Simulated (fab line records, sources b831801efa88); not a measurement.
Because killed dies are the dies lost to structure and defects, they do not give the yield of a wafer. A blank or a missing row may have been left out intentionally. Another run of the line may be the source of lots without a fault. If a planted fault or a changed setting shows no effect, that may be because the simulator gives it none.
Which of the tools did it? :: flow sky130 :: Sampling: 24 lots, 72 wafers, 6 of 708 route steps

WHAT EACH GAUGE READ, for each wafer
SKY_VIA1_RS_MEAS_22: uses a four-point probe to measure.
lot: L074
measured: day 34 07:29
on: film_metro-03
VIA1_W_RS (ohm/sq): 0.421 0.427 0.422

lot: L075
measured: day 34 12:17
on: film_metro-04
VIA1_W_RS (ohm/sq): 0.427 0.426 0.427

lot: L076
measured: day 34 17:13
on: film_metro-04
VIA1_W_RS (ohm/sq): 0.425 0.427 0.426

lot: L077
measured: day 35 06:20
on: film_metro-03
VIA1_W_RS (ohm/sq): 0.430 0.433 0.430

lot: L078
measured: day 35 10:33
on: film_metro-03
VIA1_W_RS (ohm/sq): 0.423 0.425 0.423

lot: L079
measured: day 35 20:14
on: film_metro-04
VIA1_W_RS (ohm/sq): 0.422 0.418 0.427

lot: L080
measured: day 36 06:45
on: film_metro-04
VIA1_W_RS (ohm/sq): 0.428 0.435 0.433

lot: L081
measured: day 36 15:04
on: film_metro-04
VIA1_W_RS (ohm/sq): 0.430 0.436 0.431

lot: L082
measured: day 36 16:44
on: film_metro-04
VIA1_W_RS (ohm/sq): 0.425 0.423 0.428

lot: L083
measured: day 36 21:29
on: film_metro-04
VIA1_W_RS (ohm/sq): 0.424 0.423 0.422

lot: L084
measured: day 37 16:10
on: film_metro-04
VIA1_W_RS (ohm/sq): 0.436 0.434 0.439

lot: L085
measured: day 37 18:07
on: film_metro-03
VIA1_W_RS (ohm/sq): 0.423 0.430 0.428

lot: L086
measured: day 38 01:06
on: film_metro-04
VIA1_W_RS (ohm/sq): 0.440 0.433 0.433

lot: L087
measured: day 38 13:39
on: film_metro-03
VIA1_W_RS (ohm/sq): 0.439 0.438 0.436

lot: L088
measured: day 38 17:10
on: film_metro-04
VIA1_W_RS (ohm/sq): 0.418 0.421 0.430

lot: L089
measured: day 39 00:18
on: film_metro-04
VIA1_W_RS (ohm/sq): 0.437 0.433 0.428

lot: L090
measured: day 39 07:08
on: film_metro-04
VIA1_W_RS (ohm/sq): 0.432 0.430 0.432

lot: L091
measured: day 39 12:55
on: film_metro-03
VIA1_W_RS (ohm/sq): 0.417 0.416 0.425

lot: L092
measured: day 39 23:10
on: film_metro-03
VIA1_W_RS (ohm/sq): 0.423 0.431 0.435

lot: L093
measured: day 40 05:18
on: film_metro-03
VIA1_W_RS (ohm/sq): 0.426 0.434 0.423

lot: L094
measured: day 40 06:16
on: film_metro-04
VIA1_W_RS (ohm/sq): 0.433 0.422 0.423

lot: L095
measured: day 40 13:02
on: film_metro-03
VIA1_W_RS (ohm/sq): 0.417 0.420 0.433

lot: L096
measured: day 40 20:55
on: film_metro-03
VIA1_W_RS (ohm/sq): 0.434 0.437 0.433

lot: L097
measured: day 41 05:25
on: film_metro-03
VIA1_W_RS (ohm/sq): 0.431 0.432 0.429

SKY_METAL2_OVL_MEAS_16.
lot: L074
measured: day 35 10:17
on: overlay-01
METAL2_OVL (nm): 8 8 4

lot: L075
measured: day 35 14:49
on: overlay-02
METAL2_OVL (nm): 6 13 10

lot: L076
measured: day 35 20:38
on: overlay-01
METAL2_OVL (nm): 2 7 -1

lot: L077
measured: day 36 10:01
on: overlay-02
METAL2_OVL (nm): 8 1 5

lot: L078
measured: day 36 14:20
on: overlay-01
METAL2_OVL (nm): -4 -3 2

lot: L079
measured: day 36 22:32
on: overlay-01
METAL2_OVL (nm): -7 0 -10

lot: L080
measured: day 37 10:07
on: overlay-01
METAL2_OVL (nm): 4 3 -3

lot: L081
measured: day 37 17:53
on: overlay-01
METAL2_OVL (nm): 2 -4 -5

lot: L082
measured: day 37 19:44
on: overlay-01
METAL2_OVL (nm): 10 5 5

lot: L083
measured: day 37 23:52
on: overlay-01
METAL2_OVL (nm): 11 3 6

lot: L084
measured: day 38 19:08
on: overlay-01
METAL2_OVL (nm): -8 -8 -6

lot: L085
measured: day 38 20:35
on: overlay-02
METAL2_OVL (nm): 12 14 4

lot: L086
measured: day 39 03:58
on: overlay-01
METAL2_OVL (nm): -1 -2 -5

lot: L087
measured: day 39 15:11
on: overlay-01
METAL2_OVL (nm): -8 0 -1

lot: L088
measured: day 39 19:48
on: overlay-01
METAL2_OVL (nm): -1 6 -3

lot: L089
measured: day 40 02:37
on: overlay-02
METAL2_OVL (nm): 10 12 11

lot: L090
measured: day 40 09:04
on: overlay-01
METAL2_OVL (nm): 4 -6 -2

lot: L091
measured: day 40 15:08
on: overlay-02
METAL2_OVL (nm): -3 5 8

lot: L092
measured: day 40 23:52
on: overlay-01
METAL2_OVL (nm): -1 -15 -5

lot: L093
measured: day 41 06:53
on: overlay-02
METAL2_OVL (nm): -4 -5 1

lot: L094
measured: day 41 07:33
on: overlay-01
METAL2_OVL (nm): 5 -4 -8

lot: L095
measured: day 41 14:03
on: overlay-02
METAL2_OVL (nm): 11 18 8

lot: L096
measured: day 41 21:48
on: overlay-01
METAL2_OVL (nm): 4 -1 5

lot: L097
measured: day 42 05:20
on: overlay-02
METAL2_OVL (nm): -1 2 -1

SKY_CAP2M_THK_MEAS_04: measures by xrf.
lot: L074
measured: day 40 02:05
on: film_metro-04
CAP2M_TIN_THK (nm): 194.4 192.8 195.2

lot: L075
measured: day 40 06:47
on: film_metro-01
CAP2M_TIN_THK (nm): 196.2 196.9 194.7

lot: L076
measured: day 40 12:07
on: film_metro-04
CAP2M_TIN_THK (nm): 192.4 193.6 193.9

lot: L077
measured: day 41 00:40
on: film_metro-04
CAP2M_TIN_THK (nm): 196.8 201.2 198.0

lot: L078
measured: day 41 03:19
on: film_metro-02
CAP2M_TIN_THK (nm): 201.5 201.5 203.2

lot: L079
measured: day 41 10:38
on: film_metro-04
CAP2M_TIN_THK (nm): 195.4 197.5 198.2

lot: L080
measured: day 41 21:40
on: film_metro-01
CAP2M_TIN_THK (nm): 199.1 196.9 194.9

lot: L081
measured: day 42 04:58
on: film_metro-04
CAP2M_TIN_THK (nm): 196.3 193.7 192.6

lot: L082
measured: day 42 06:50
on: film_metro-01
CAP2M_TIN_THK (nm): 197.5 197.4 196.0

lot: L083
measured: day 42 10:32
on: film_metro-01
CAP2M_TIN_THK (nm): 194.0 199.6 194.1

lot: L084
measured: day 43 02:47
on: film_metro-01
CAP2M_TIN_THK (nm): 196.7 197.6 200.0

lot: L085
measured: day 43 04:27
on: film_metro-02
CAP2M_TIN_THK (nm): 198.4 194.6 194.9

lot: L086
measured: day 43 12:31
on: film_metro-04
CAP2M_TIN_THK (nm): 196.6 198.2 196.3

lot: L087
measured: day 43 21:59
on: film_metro-02
CAP2M_TIN_THK (nm): 197.4 197.4 194.9

lot: L088
measured: day 44 02:39
on: film_metro-02
CAP2M_TIN_THK (nm): 197.9 197.6 197.6

lot: L089
measured: day 44 07:01
on: film_metro-01
CAP2M_TIN_THK (nm): 197.1 197.7 197.3

lot: L090
measured: day 44 13:45
on: film_metro-02
CAP2M_TIN_THK (nm): 194.6 197.0 196.5

lot: L091
measured: day 44 20:06
on: film_metro-01
CAP2M_TIN_THK (nm): 199.0 196.0 197.3

lot: L092
measured: day 45 02:53
on: film_metro-02
CAP2M_TIN_THK (nm): 198.9 198.8 194.3

lot: L093
measured: day 45 09:54
on: film_metro-02
CAP2M_TIN_THK (nm): 195.8 194.9 196.6

lot: L094
measured: day 45 10:38
on: film_metro-01
CAP2M_TIN_THK (nm): 195.1 195.7 196.9

lot: L095
measured: day 45 16:59
on: film_metro-04
CAP2M_TIN_THK (nm): 197.6 200.1 199.8

lot: L096
measured: day 45 22:54
on: film_metro-02
CAP2M_TIN_THK (nm): 202.1 198.8 201.8

lot: L097
measured: day 46 08:13
on: film_metro-04
CAP2M_TIN_THK (nm): 192.6 196.6 197.8

SKY_VIA4_THK_MEAS_01.
lot: L074
measured: day 42 04:46
on: film_metro-03
VIA4_HDPCVD_THK (nm): 1728 1715 1768

lot: L075
measured: day 42 08:58
on: film_metro-01
VIA4_HDPCVD_THK (nm): 1760 1734 1798

lot: L076
measured: day 42 14:01
on: film_metro-03
VIA4_HDPCVD_THK (nm): 1747 1735 1717

lot: L077
measured: day 43 02:21
on: film_metro-01
VIA4_HDPCVD_THK (nm): 1750 1727 1735

lot: L078
measured: day 43 04:08
on: film_metro-02
VIA4_HDPCVD_THK (nm): 1762 1730 1770

lot: L079
measured: day 43 11:53
on: film_metro-03
VIA4_HDPCVD_THK (nm): 1728 1698 1736

lot: L080
measured: day 43 21:53
on: film_metro-01
VIA4_HDPCVD_THK (nm): 1756 1732 1750

lot: L081
measured: day 44 04:49
on: film_metro-01
VIA4_HDPCVD_THK (nm): 1766 1758 1731

lot: L082
measured: day 44 06:44
on: film_metro-02
VIA4_HDPCVD_THK (nm): 1731 1769 1765

lot: L083
measured: day 44 10:19
on: film_metro-02
VIA4_HDPCVD_THK (nm): 1756 1732 1717

lot: L084
measured: day 45 01:08
on: film_metro-02
VIA4_HDPCVD_THK (nm): 1757 1722 1724

lot: L085
measured: day 45 03:12
on: film_metro-02
VIA4_HDPCVD_THK (nm): 1781 1734 1742

lot: L086
measured: day 45 10:44
on: film_metro-02
VIA4_HDPCVD_THK (nm): 1748 1766 1748

lot: L087
measured: day 45 19:01
on: film_metro-02
VIA4_HDPCVD_THK (nm): 1746 1726 1721

lot: L088
measured: day 45 23:23
on: film_metro-01
VIA4_HDPCVD_THK (nm): 1720 1732 1747

lot: L089
measured: day 46 04:36
on: film_metro-02
VIA4_HDPCVD_THK (nm): 1726 1744 1740

lot: L090
measured: day 46 11:11
on: film_metro-01
VIA4_HDPCVD_THK (nm): 1735 1736 1750

lot: L091
measured: day 46 17:10
on: film_metro-02
VIA4_HDPCVD_THK (nm): 1778 1785 1791

lot: L092
measured: day 46 22:08
on: film_metro-02
VIA4_HDPCVD_THK (nm): 1757 1764 1737

lot: L093
measured: day 47 05:44
on: film_metro-03
VIA4_HDPCVD_THK (nm): 1738 1749 1753

lot: L094
measured: day 47 05:53
on: film_metro-01
VIA4_HDPCVD_THK (nm): 1747 1758 1780

lot: L095
measured: day 47 11:55
on: film_metro-02
VIA4_HDPCVD_THK (nm): 1766 1755 1768

lot: L096
measured: day 47 17:44
on: film_metro-02
VIA4_HDPCVD_THK (nm): 1764 1763 1800

lot: L097
measured: day 48 02:05
on: film_metro-02
VIA4_HDPCVD_THK (nm): 1745 1771 1748

SKY_PASSIVATION_THK_MEAS_03.
lot: L074
measured: day 44 05:25
on: film_metro-04
PASSIVATION_CVD_02_THK (nm): 528 528 540

lot: L075
measured: day 44 10:20
on: film_metro-01
PASSIVATION_CVD_02_THK (nm): 541 537 537

lot: L076
measured: day 44 13:13
on: film_metro-01
PASSIVATION_CVD_02_THK (nm): 550 553 537

lot: L077
measured: day 45 02:11
on: film_metro-01
PASSIVATION_CVD_02_THK (nm): 543 545 550

lot: L078
measured: day 45 04:23
on: film_metro-03
PASSIVATION_CVD_02_THK (nm): 534 540 552

lot: L079
measured: day 45 11:19
on: film_metro-03
PASSIVATION_CVD_02_THK (nm): 537 531 544

lot: L080
measured: day 45 20:40
on: film_metro-01
PASSIVATION_CVD_02_THK (nm): 524 537 535

lot: L081
measured: day 46 03:55
on: film_metro-03
PASSIVATION_CVD_02_THK (nm): 541 543 544

lot: L082
measured: day 46 05:16
on: film_metro-03
PASSIVATION_CVD_02_THK (nm): 533 535 537

lot: L083
measured: day 46 09:10
on: film_metro-04
PASSIVATION_CVD_02_THK (nm): 543 531 543

lot: L084
measured: day 46 22:22
on: film_metro-03
PASSIVATION_CVD_02_THK (nm): 539 547 549

lot: L085
measured: day 47 00:40
on: film_metro-01
PASSIVATION_CVD_02_THK (nm): 532 533 535

lot: L086
measured: day 47 07:01
on: film_metro-04
PASSIVATION_CVD_02_THK (nm): 539 542 542

lot: L087
measured: day 47 15:34
on: film_metro-01
PASSIVATION_CVD_02_THK (nm): 540 542 538

lot: L088
measured: day 47 18:27
on: film_metro-03
PASSIVATION_CVD_02_THK (nm): 534 542 537

lot: L089
measured: day 47 23:35
on: film_metro-01
PASSIVATION_CVD_02_THK (nm): 540 541 543

lot: L090
measured: day 48 06:11
on: film_metro-01
PASSIVATION_CVD_02_THK (nm): 528 531 539

lot: L091
measured: day 48 12:18
on: film_metro-04
PASSIVATION_CVD_02_THK (nm): 540 546 552

lot: L092
measured: day 48 16:42
on: film_metro-04
PASSIVATION_CVD_02_THK (nm): 544 543 553

lot: L093
measured: day 48 23:43
on: film_metro-01
PASSIVATION_CVD_02_THK (nm): 526 537 533

lot: L094
measured: day 48 23:19
on: film_metro-03
PASSIVATION_CVD_02_THK (nm): 527 540 539

lot: L095
measured: day 49 04:08
on: film_metro-03
PASSIVATION_CVD_02_THK (nm): 533 540 548

lot: L096
measured: day 49 10:05
on: film_metro-04
PASSIVATION_CVD_02_THK (nm): 533 532 539

lot: L097
measured: day 49 17:23
on: film_metro-03
PASSIVATION_CVD_02_THK (nm): 536 548 546

EACH LOT AND THE TOOL THAT RAN IT (in order: tool; ch and the chambers of the sampled wafers; start)
lot: L074
SKY_METAL4_ETCH_17: rie_diel-03 ch 0,1,2, day 42 03:47

lot: L075
SKY_METAL4_ETCH_17: rie_diel-03 ch 0,3, day 42 07:58

lot: L076
SKY_METAL4_ETCH_17: rie_diel-03 ch 2,3, day 42 12:50

lot: L077
SKY_METAL4_ETCH_17: rie_diel-03 ch 0,1,3, day 43 01:23

lot: L078
SKY_METAL4_ETCH_17: rie_diel-03 ch 0,3, day 43 03:08

lot: L079
SKY_METAL4_ETCH_17: rie_diel-03 ch 0,2, day 43 10:23

lot: L080
SKY_METAL4_ETCH_17: rie_diel-03 ch 0,1,3, day 43 20:52

lot: L081
SKY_METAL4_ETCH_17: rie_diel-02 ch 2,3, day 44 03:50

lot: L082
SKY_METAL4_ETCH_17: rie_diel-03 ch 0,2, day 44 05:26

lot: L083
SKY_METAL4_ETCH_17: rie_diel-01 ch 0,1,3, day 44 09:17

lot: L084
SKY_METAL4_ETCH_17: rie_diel-01 ch 0,1,2, day 45 00:10

lot: L085
SKY_METAL4_ETCH_17: rie_diel-01 ch 0,2, day 45 02:11

lot: L086
SKY_METAL4_ETCH_17: rie_diel-02 ch 1,2,3, day 45 09:44

lot: L087
SKY_METAL4_ETCH_17: rie_diel-02 ch 0,1,3, day 45 18:02

lot: L088
SKY_METAL4_ETCH_17: rie_diel-01 ch 0,1,2, day 45 22:23

lot: L089
SKY_METAL4_ETCH_17: rie_diel-02 ch 0,1, day 46 03:26

lot: L090
SKY_METAL4_ETCH_17: rie_diel-01 ch 2,3, day 46 10:01

lot: L091
SKY_METAL4_ETCH_17: rie_diel-02 ch 1,2,3, day 46 16:05

lot: L092
SKY_METAL4_ETCH_17: rie_diel-03 ch 0,2,3, day 46 21:08

lot: L093
SKY_METAL4_ETCH_17: rie_diel-03 ch 0,2,3, day 47 04:28

lot: L094
SKY_METAL4_ETCH_17: rie_diel-01 ch 0,2, day 47 04:49

lot: L095
SKY_METAL4_ETCH_17: rie_diel-02 ch 0,1,3, day 47 10:56

lot: L096
SKY_METAL4_ETCH_17: rie_diel-02 ch 0,1,3, day 47 16:46

lot: L097
SKY_METAL4_ETCH_17: rie_diel-02 ch 1,2,3, day 48 00:38
- SKY_METAL4_ETCH_17: etches SiO2 in C4F8/O2/Ar, stops on TiN, time 3.9 s, target depth 15 nm.

WHAT THE TOOLS THEMSELVES READ (means of the sampled wafers that have a number; where no wafer has one, the mark that the record gives instead)
SKY_METAL4_ETCH_17.
lot: L074
tool: rie_diel-03
chamber_pressure_mTorr (mTorr): 40.01
oes_product_au (a.u.): 0.750

lot: L075
tool: rie_diel-03
chamber_pressure_mTorr (mTorr): 40.00
oes_product_au (a.u.): 0.758

lot: L076
tool: rie_diel-03
chamber_pressure_mTorr (mTorr): 40.04
oes_product_au (a.u.): 0.764

lot: L077
tool: rie_diel-03
chamber_pressure_mTorr (mTorr): 40.00
oes_product_au (a.u.): 0.755

lot: L078
tool: rie_diel-03
chamber_pressure_mTorr (mTorr): 40.01
oes_product_au (a.u.): 0.754

lot: L079
tool: rie_diel-03
chamber_pressure_mTorr (mTorr): 40.02
oes_product_au (a.u.): 0.749

lot: L080
tool: rie_diel-03
chamber_pressure_mTorr (mTorr): 40.01
oes_product_au (a.u.): 0.757

lot: L081
tool: rie_diel-02
chamber_pressure_mTorr (mTorr): 40.01
oes_product_au (a.u.): 0.743

lot: L082
tool: rie_diel-03
chamber_pressure_mTorr (mTorr): 40.01
oes_product_au (a.u.): 0.749

lot: L083
tool: rie_diel-01
chamber_pressure_mTorr (mTorr): 40.00
oes_product_au (a.u.): 0.754

lot: L084
tool: rie_diel-01
chamber_pressure_mTorr (mTorr): 39.99
oes_product_au (a.u.): 0.749

lot: L085
tool: rie_diel-01
chamber_pressure_mTorr (mTorr): 39.99
oes_product_au (a.u.): 0.745

lot: L086
tool: rie_diel-02
chamber_pressure_mTorr (mTorr): 39.99
oes_product_au (a.u.): 0.752

lot: L087
tool: rie_diel-02
chamber_pressure_mTorr (mTorr): 40.00
oes_product_au (a.u.): 0.751

lot: L088
tool: rie_diel-01
chamber_pressure_mTorr (mTorr): 39.99
oes_product_au (a.u.): 0.753

lot: L089
tool: rie_diel-02
chamber_pressure_mTorr (mTorr): 40.04
oes_product_au (a.u.): 0.752

lot: L090
tool: rie_diel-01
chamber_pressure_mTorr (mTorr): 39.96
oes_product_au (a.u.): 0.745

lot: L091
tool: rie_diel-02
chamber_pressure_mTorr (mTorr): 40.00
oes_product_au (a.u.): 0.752

lot: L092
tool: rie_diel-03
chamber_pressure_mTorr (mTorr): 40.00
oes_product_au (a.u.): 0.750

lot: L093
tool: rie_diel-03
chamber_pressure_mTorr (mTorr): 40.01
oes_product_au (a.u.): 0.748

lot: L094
tool: rie_diel-01
chamber_pressure_mTorr (mTorr): 39.97
oes_product_au (a.u.): 0.756

lot: L095
tool: rie_diel-02
chamber_pressure_mTorr (mTorr): 39.99
oes_product_au (a.u.): 0.755

lot: L096
tool: rie_diel-02
chamber_pressure_mTorr (mTorr): 40.00
oes_product_au (a.u.): 0.750

lot: L097
tool: rie_diel-02
chamber_pressure_mTorr (mTorr): 40.01
oes_product_au (a.u.): 0.751

THE ANSWER, worked out from the rows above alone
Rule: usual is defined by the lots themselves. Put in order of their means at a reading, lots are off if they are a third of the lots or fewer, leave a main group of 4 or more, and stand apart from it by a gap of 3 or more times the standard deviation of the main group's means; of several such gaps the widest counts. Not used: any main group whose means are identical at the precision the tables above print for the reading. Also off: a lot with no number at a reading for which 4 or more lots have one. All remaining lots with rows at the step are treated as sound. Order of review: gauges by route order, followed by the tools' own readings, for which a lot's mean as printed above is used. The first step at which some lot is off is used, and at that step the reading that is off furthest; a lot without a number counts as furthest.
No lot is off on any of the readings shown, so nothing can be concluded from this.

WHAT THE SIMULATOR PUT IN
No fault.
